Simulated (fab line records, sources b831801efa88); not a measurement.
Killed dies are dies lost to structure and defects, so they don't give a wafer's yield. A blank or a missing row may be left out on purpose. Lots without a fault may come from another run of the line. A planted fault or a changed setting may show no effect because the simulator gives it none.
Which tool did it? | flow gf180mcu | 13 lots, 39 wafers sampled, at 5 steps of a route of 602

WHAT THE GAUGES READ, wafer by wafer
GF_POLY_GATE_OVL_MEAS_11. Usual: POLY_GATE_OVL 5 nm, standard deviation 4.6.
lot  | measured     | on         | POLY_GATE_OVL (nm) | flag
L262 | day 9 09:29  | overlay-01 | 3 6 9              |
L263 | day 9 15:01  | overlay-02 | 1 0 10             |
L264 | day 9 23:01  | overlay-01 | 3 4 4              |
L266 | day 10 12:46 | overlay-01 | 3 2 4              |
L267 | day 10 17:22 | overlay-02 | 2 0 -2             |
L269 | day 11 08:29 | overlay-01 | 14 10 16           |
L270 | day 11 14:34 | overlay-01 | -4 6 1             |
L271 | day 11 19:21 | overlay-02 | 10 10 11           |
L273 | day 12 10:14 | overlay-01 | 3 7 4              |
L279 | day 14 09:26 | overlay-01 | 6 7 3              |
L280 | day 14 14:25 | overlay-02 | 4 10 2             |
L281 | day 14 22:23 | overlay-02 | -2 -1 1            |
L285 | day 16 07:14 | overlay-01 | 5 0 2              |

GF_NSD_TW_MEAS_12. Usual: NSD_TW 4232, standard deviation 50.
lot  | measured     | on            | NSD_TW         | flag
L262 | day 13 15:40 | film_metro-01 | 4267 4259 4267 |
L263 | day 13 22:51 | film_metro-04 | 4181 4174 4161 |
L264 | day 14 06:43 | film_metro-04 | 4195 4162 4204 |
L266 | day 14 22:29 | film_metro-02 | 4327 4331 4318 |
L267 | day 15 03:40 | film_metro-04 | 4176 4193 4184 |
L269 | day 15 20:44 | film_metro-04 | 4170 4171 4174 |
L270 | day 16 03:27 | film_metro-02 | 4305 4326 4315 |
L271 | day 16 09:05 | film_metro-01 | 4207 4216 4260 |
L273 | day 17 01:26 | film_metro-04 | 4160 4188 4152 |
L279 | day 19 08:31 | film_metro-04 | 4208 4211 4201 |
L280 | day 19 14:34 | film_metro-01 | 4249 4232 4213 |
L281 | day 19 23:52 | film_metro-01 | 4238 4221 4242 |
L285 | day 21 13:13 | film_metro-02 | 4297 4308 4284 |

GF_SAB_THK_MEAS_01. Usual: SAB_CVD_00_THK 49.9 nm, standard deviation 0.69.
lot  | measured     | on            | SAB_CVD_00_THK (nm) | flag
L262 | day 14 12:59 | film_metro-01 | 49.0 49.7 50.3      |
L263 | day 14 20:35 | film_metro-01 | 48.8 49.0 50.0      |
L264 | day 15 04:27 | film_metro-01 | 48.7 49.3 49.3      |
L266 | day 15 20:47 | film_metro-02 | 48.8 49.9 49.8      |
L267 | day 16 02:45 | film_metro-01 | 49.2 49.7 49.8      |
L269 | day 16 19:49 | film_metro-02 | 49.6 48.7 49.7      |
L270 | day 17 02:58 | film_metro-03 | 49.7 50.2 50.5      |
L271 | day 17 08:29 | film_metro-03 | 50.7 49.8 49.5      |
L273 | day 18 01:22 | film_metro-02 | 50.2 49.7 50.5      |
L279 | day 20 09:17 | film_metro-03 | 49.5 49.8 49.7      |
L280 | day 20 15:49 | film_metro-03 | 50.0 49.3 50.5      |
L281 | day 21 01:11 | film_metro-01 | 49.4 50.1 49.8      |
L285 | day 22 13:34 | film_metro-03 | 48.7 50.1 50.3      |

WHICH TOOL RAN EACH LOT (tool, then ch and the chambers of the sampled wafers, then the start)
lot  | GF_STI_ETCH_13                    | GF_STI_STRIP_15
L262 | rie_diel-02 ch 0,2, day 2 03:31   | plasma_asher-01 ch 0,1, day 2 03:40
L263 | rie_diel-02 ch 0,2,3, day 2 07:23 | plasma_asher-02 ch 0,1, day 2 07:32
L264 | rie_diel-02 ch 0,1,3, day 2 11:44 | plasma_asher-02 ch 0,1, day 2 11:53
L266 | rie_diel-01 ch 0,3, day 2 22:06   | plasma_asher-02 ch 0,1, day 2 22:17
L267 | rie_diel-01 ch 0,1,2, day 3 04:05 | plasma_asher-02 ch 0,1, day 3 04:14
L269 | rie_diel-02 ch 1,3, day 3 14:38   | plasma_asher-02 ch 0,1, day 3 14:47
L270 | rie_diel-01 ch 1,3, day 3 19:06   | plasma_asher-01 ch 0,1, day 3 19:16
L271 | rie_diel-04 ch 1,2,3, day 3 23:47 | plasma_asher-04 ch 0,1, day 3 23:58
L273 | rie_diel-02 ch 1,2,3, day 4 10:10 | plasma_asher-01 ch 0,1, day 4 10:19
L279 | rie_diel-01 ch 0,1,2, day 5 16:16 | plasma_asher-01 ch 0,1, day 5 16:27
L280 | rie_diel-01 ch 0,2,3, day 5 22:44 | plasma_asher-01 ch 0,1, day 5 22:54
L281 | rie_diel-04 ch 0,1,3, day 6 03:13 | plasma_asher-04 ch 0,1, day 6 03:22
L285 | rie_diel-04 ch 1,3, day 6 23:33   | plasma_asher-02 ch 0,1, day 6 23:43
- GF_STI_ETCH_13: etches the open film in CHF3/O2, stops on Si, target depth 282.31 nm, time 112.9 s.
- GF_STI_STRIP_15: strips in O2/N2.

WHAT THE TOOLS THEMSELVES READ (means of the sampled wafers that have a number; where no wafer has one, the mark that the record gives instead)
GF_STI_ETCH_13. Usual: O2_flow_sccm 4.999 sccm, standard deviation 0.016; drypump_motor_current_A 5.4 A, standard deviation 0.33; oes_product_au 0.833 a.u., standard deviation 0.0061; throttle_valve_pct 8.812 %, standard deviation 0.0086.
lot  | tool        | O2_flow_sccm (sccm) | drypump_motor_current_A (A) | oes_product_au (a.u.) | throttle_valve_pct (%) | flag
L262 | rie_diel-02 | 4.988               | 5.1                         | 0.834                 | 8.818                  |
L263 | rie_diel-02 | 4.992               | 5.2                         | 0.830                 | 8.812                  |
L264 | rie_diel-02 | 5.007               | 5.2                         | 0.829                 | 8.811                  |
L266 | rie_diel-01 | 5.003               | 5.3                         | 0.843                 | 8.822                  |
L267 | rie_diel-01 | 4.987               | 5.6                         | 0.836                 | 8.825                  |
L269 | rie_diel-02 | 4.995               | 5.3                         | 0.822                 | 8.806                  |
L270 | rie_diel-01 | 5.001               | 5.5                         | 0.833                 | 8.815                  |
L271 | rie_diel-04 | 5.011               | 5.6                         | 0.832                 | 8.822                  |
L273 | rie_diel-02 | 4.992               | 5.3                         | 0.827                 | 8.815                  |
L279 | rie_diel-01 | 5.005               | 5.6                         | 0.799                 | 8.798                  | OFF
L280 | rie_diel-01 | 5.004               | 5.5                         | 0.794                 | 8.808                  | OFF
L281 | rie_diel-04 | 4.997               | 5.4                         | 0.836                 | 8.807                  |
L285 | rie_diel-04 | 4.983               | 5.7                         | 0.834                 | 8.810                  |

GF_STI_STRIP_15. Usual: drypump_motor_current_A 5.8 A, standard deviation 0.4; heater_power_w 337 W, standard deviation 37; o2_flow_sccm 3001 sccm, standard deviation 8.6; oes_product_au 0.384 a.u., standard deviation 0.0049; strip_time_to_endpoint_s 3.73 s, standard deviation 0.05.
lot  | tool            | drypump_motor_current_A (A) | heater_power_w (W) | o2_flow_sccm (sccm) | oes_product_au (a.u.) | strip_time_to_endpoint_s (s) | flag
L262 | plasma_asher-01 | 6.3                         | 352                | 2996                | 0.388                 | 3.77                         |
L263 | plasma_asher-02 | 5.6                         | 341                | 2998                | 0.383                 | 3.72                         |
L264 | plasma_asher-02 | 5.6                         | 367                | 2995                | 0.388                 | 3.75                         |
L266 | plasma_asher-02 | 5.6                         | 369                | 2988                | 0.388                 | 3.78                         |
L267 | plasma_asher-02 | 5.6                         | 343                | 3013                | 0.389                 | 3.71                         |
L269 | plasma_asher-02 | 5.6                         | 344                | 2998                | 0.383                 | 3.77                         |
L270 | plasma_asher-01 | 6.3                         | 347                | 3002                | 0.385                 | 3.69                         |
L271 | plasma_asher-04 | 5.4                         | 303                | 3005                | 0.382                 | 3.75                         |
L273 | plasma_asher-01 | 6.3                         | 353                | 2996                | 0.380                 | 3.72                         |
L279 | plasma_asher-01 | 6.3                         | 353                | 2999                | 0.372                 | 3.36                         | OFF
L280 | plasma_asher-01 | 6.3                         | 349                | 2994                | 0.367                 | 3.42                         | OFF
L281 | plasma_asher-04 | 5.4                         | 308                | 3002                | 0.382                 | 3.73                         |
L285 | plasma_asher-02 | 5.6                         | 360                | 2997                | 0.384                 | 3.74                         |

THE ANSWER, worked out from the rows above alone
Rule: a lot is off if the mean of its wafers that have a number lies more than 3 standard deviations from the usual mean. A lot without any number at a reading at which 4 lots or more have one is off too. The other lots that the step has rows for count as sound. The gauges are gone through in route order, then the tools' own readings, and for those a lot's mean is taken as printed above. The first step at which some lot is off is used, and at that step the reading that is off furthest; a lot without a number counts as furthest.
Off: L279, L280, at GF_STI_ETCH_13 (oes_product_au).
A tool fits if, at that step or a process step before it, it ran every lot that is off, and no sound lot after the first of them. One fits: rie_diel-01 at GF_STI_ETCH_13. Its last sound lot is L270 (day 3 19:06), its first lot that is off L279 (day 5 16:16): a fault that began between those two fits.
The tool's own readings at GF_STI_ETCH_13 bear it out: on the lots that are off they differ by more than 5 times the standard deviation of the sound lots' means. oes_product_au reads 0.796 a.u. there against 0.832 a.u. on the sound lots.

WHAT THE SIMULATOR HAD PUT IN
Process parameter drift: rie_diel-01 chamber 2, from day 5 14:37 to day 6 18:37, at GF_STI_ETCH_13. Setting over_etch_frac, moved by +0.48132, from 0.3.
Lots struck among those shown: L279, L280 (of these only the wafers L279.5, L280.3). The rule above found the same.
